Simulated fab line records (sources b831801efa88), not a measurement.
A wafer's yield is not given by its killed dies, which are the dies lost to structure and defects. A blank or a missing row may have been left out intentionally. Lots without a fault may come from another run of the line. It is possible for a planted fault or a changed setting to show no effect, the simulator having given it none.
Which tool is to blame? | flow sky130 | 13 lots with 39 wafers sampled at 5 steps, on a route of 708 steps

WHAT EACH GAUGE READ, for each wafer
SKY_VT_ADJUST_LVTN_OVL_MEAS_07. Usual: VT_ADJUST_LVTN_OVL gives 0.0 nm (standard deviation 1.3).
lot  | measured     | on         | VT_ADJUST_LVTN_OVL (nm) | flag
L545 | day 7 05:21  | overlay-01 | 1.8 0.4 0.3             |
L546 | day 7 09:03  | overlay-02 | 3.2 -0.4 2.6            |
L547 | day 7 17:52  | overlay-02 | -1.5 -1.8 -1.7          |
L549 | day 8 17:23  | overlay-01 | 0.4 -0.7 0.9            |
L550 | day 8 19:19  | overlay-01 | -0.4 -1.5 -1.7          |
L555 | day 10 04:19 | overlay-02 | -1.5 -0.6 -0.4          |
L558 | day 11 05:07 | overlay-01 | 1.8 0.3 0.3             |
L559 | day 11 06:55 | overlay-02 | -0.1 -0.2 1.4           |
L562 | day 11 19:55 | overlay-02 | 0.6 -0.5 1.9            |
L564 | day 12 10:31 | overlay-02 | 2.2 1.8 0.3             |
L565 | day 12 17:10 | overlay-01 | 1.6 0.6 1.4             |
L567 | day 13 09:28 | overlay-01 | -1.4 -2.2 -0.7          |
L568 | day 13 14:15 | overlay-02 | 1.0 1.2 0.0             |

SKY_VT_ADJUST_PCH_OVL_MEAS_07. Usual: VT_ADJUST_PCH_OVL gives -0.1 nm (standard deviation 1.3).
lot  | measured     | on         | VT_ADJUST_PCH_OVL (nm) | flag
L545 | day 10 23:03 | overlay-01 | -2.2 -3.2 -0.8         |
L546 | day 11 03:57 | overlay-01 | -0.3 1.2 1.8           |
L547 | day 11 11:54 | overlay-02 | 2.7 0.5 0.7            |
L549 | day 12 15:49 | overlay-01 | 0.2 -1.6 -2.4          |
L550 | day 12 18:58 | overlay-02 | 1.3 0.1 0.6            |
L555 | day 14 10:09 | overlay-02 | -1.5 -1.4 -1.3         |
L558 | day 15 15:25 | overlay-02 | 0.5 1.1 1.9            |
L559 | day 15 17:57 | overlay-01 | -1.8 0.7 -0.5          |
L562 | day 16 09:22 | overlay-01 | -1.4 -0.2 -0.3         |
L564 | day 17 03:04 | overlay-01 | -1.9 -0.9 -1.7         |
L565 | day 17 12:17 | overlay-02 | 0.8 1.5 -0.4           |
L567 | day 18 05:47 | overlay-02 | 0.4 0.8 0.9            |
L568 | day 18 11:36 | overlay-02 | -0.2 0.6 0.6           |

EACH LOT AND THE TOOL THAT RAN IT (in order: tool; ch and the chambers of the sampled wafers; start)
lot  | SKY_VT_ADJUST_NCORE_COAT_02       | SKY_VT_ADJUST_NCORE_STRIP_10         | SKY_VT_ADJUST_HVTR_STRIP_10
L545 | litho track-04 ch 0, day 8 14:09  | plasma asher-03 ch 0,1, day 9 01:34  | plasma asher-03 ch 0,1, day 9 23:37
L546 | litho track-04 ch 0, day 8 18:15  | plasma asher-02 ch 0,1, day 9 05:13  | plasma asher-04 ch 0,1, day 10 04:23
L547 | litho track-01 ch 0, day 9 01:55  | plasma asher-03 ch 0,1, day 9 13:43  | plasma asher-03 ch 0,1, day 10 12:05
L549 | litho track-04 ch 0, day 10 02:41 | plasma asher-01 ch 0,1, day 10 14:29 | plasma asher-04 ch 0,1, day 11 15:11
L550 | litho track-01 ch 0, day 10 05:14 | plasma asher-02 ch 0,1, day 10 17:25 | plasma asher-03 ch 0, day 11 18:22
L555 | litho track-03 ch 0, day 11 16:26 | plasma asher-01 ch 0,1, day 12 05:34 | plasma asher-03 ch 0,1, day 13 07:37
L558 | litho track-04 ch 0, day 12 17:24 | plasma asher-02 ch 0,1, day 13 07:19 | plasma asher-02 ch 0,1, day 14 10:26
L559 | litho track-04 ch 0, day 12 20:33 | plasma asher-02 ch 0,1, day 13 10:05 | plasma asher-03 ch 0,1, day 14 13:47
L562 | litho track-04 ch 0, day 13 10:05 | plasma asher-01 ch 0, day 13 23:26   | plasma asher-03 ch 0,1, day 15 04:31
L564 | litho track-01 ch 0, day 14 01:41 | plasma asher-03 ch 0,1, day 14 15:40 | plasma asher-03 ch 0,1, day 15 20:34
L565 | litho track-01 ch 0, day 14 09:28 | plasma asher-01 ch 0,1, day 15 00:04 | plasma asher-04 ch 0,1, day 16 05:40
L567 | litho track-03 ch 0, day 15 03:10 | plasma asher-01 ch 0,1, day 15 17:17 | plasma asher-04 ch 0,1, day 16 23:17
L568 | litho track-01 ch 0, day 15 07:40 | plasma asher-03 ch 0,1, day 15 22:26 | plasma asher-03 ch 0,1, day 17 04:32
- SKY_VT_ADJUST_NCORE_COAT_02: resist thk 1140 nm.
- SKY_VT_ADJUST_NCORE_STRIP_10: strips in O2/N2.
- SKY_VT_ADJUST_HVTR_STRIP_10: strips in O2/N2.

WHAT THE TOOLS THEMSELVES READ (means of the sampled wafers that have a number; where no wafer has one, the mark that the record gives instead)
SKY_VT_ADJUST_NCORE_STRIP_10. Usual: drypump motor current A 5.9 A, standard deviation 0.7; oes product au 0.714 a.u., standard deviation 0.0045; strip time to endpoint s 14.24 s, standard deviation 0.036.
lot  | tool            | drypump motor current A (A) | oes product au (a.u.) | strip time to endpoint s (s) | flag
L545 | plasma asher-03 | 5.3                         | 0.709                 | 14.24                        |
L546 | plasma asher-02 | 6.1                         | 0.715                 | 14.27                        |
L547 | plasma asher-03 | 5.5                         | 0.717                 | 14.22                        |
L549 | plasma asher-01 | 6.3                         | 0.714                 | 14.24                        |
L550 | plasma asher-02 | 6.1                         | 0.711                 | 14.23                        |
L555 | plasma asher-01 | 6.1                         | 0.719                 | 14.20                        |
L558 | plasma asher-02 | 5.4                         | 0.713                 | 14.71                        | OFF
L559 | plasma asher-02 | 5.4                         | 0.715                 | 14.61                        | OFF
L562 | plasma asher-01 | 5.8                         | 0.715                 | 14.68                        | OFF
L564 | plasma asher-03 | 5.6                         | 0.710                 | 14.24                        |
L565 | plasma asher-01 | 6.3                         | 0.713                 | 14.20                        |
L567 | plasma asher-01 | 6.1                         | 0.715                 | 14.19                        |
L568 | plasma asher-03 | 5.3                         | 0.712                 | 14.26                        |

SKY_VT_ADJUST_HVTR_STRIP_10. Usual: drypump motor current A 5.5 A, standard deviation 0.51; oes product au 0.716 a.u., standard deviation 0.0046; strip time to endpoint s 14.21 s, standard deviation 0.046.
lot  | tool            | drypump motor current A (A) | oes product au (a.u.) | strip time to endpoint s (s) | flag
L545 | plasma asher-03 | 5.3                         | 0.718                 | 14.23                        |
L546 | plasma asher-04 | 5.5                         | 0.717                 | 14.23                        |
L547 | plasma asher-03 | 5.6                         | 0.718                 | 14.23                        |
L549 | plasma asher-04 | 5.7                         | 0.712                 | 14.18                        |
L550 | plasma asher-03 | 5.8                         | 0.719                 | 14.23                        |
L555 | plasma asher-03 | 5.3                         | 0.711                 | 14.26                        |
L558 | plasma asher-02 | 5.4                         | 0.716                 | 14.23                        |
L559 | plasma asher-03 | 5.3                         | 0.716                 | 14.20                        |
L562 | plasma asher-03 | 5.3                         | 0.719                 | 14.19                        |
L564 | plasma asher-03 | 5.3                         | 0.718                 | 14.19                        |
L565 | plasma asher-04 | 5.7                         | 0.718                 | 14.14                        |
L567 | plasma asher-04 | 5.7                         | 0.715                 | 14.21                        |
L568 | plasma asher-03 | 5.5                         | 0.714                 | 14.22                        |

THE ANSWER, worked out from the rows above alone
Rule: a lot counts as off when the mean over its wafers that have a number is more than 3 standard deviations away from the usual mean. A lot without any number at a reading at which 4 lots or more have one is off too. The other lots that the step has rows for count as sound. First the gauges in route order, then the tools' own readings, where a lot's mean is used as printed above. The first step at which some lot is off is used, and at that step the reading that is off furthest; a lot without a number counts as furthest.
Off: L558, L559, L562, at SKY_VT_ADJUST_NCORE_STRIP_10 (strip time to endpoint s).
If a tool, at that step or one of the process steps before it, ran each lot that is off and ran no sound lot following the first of them, it fits. One candidate fits, namely litho track-04 at SKY_VT_ADJUST_NCORE_COAT_02. A fault onset in the window from L549 (day 10 02:41, its last sound lot) to L558 (day 12 17:24, its first lot off) fits.

WHAT THE SIMULATOR HAD INSERTED
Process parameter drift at SKY_VT_ADJUST_NCORE_COAT_02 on litho track-04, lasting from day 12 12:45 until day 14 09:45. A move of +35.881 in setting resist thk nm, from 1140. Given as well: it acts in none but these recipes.
Struck lots among those shown: L558, L559, L562. The same result came from the rule above.
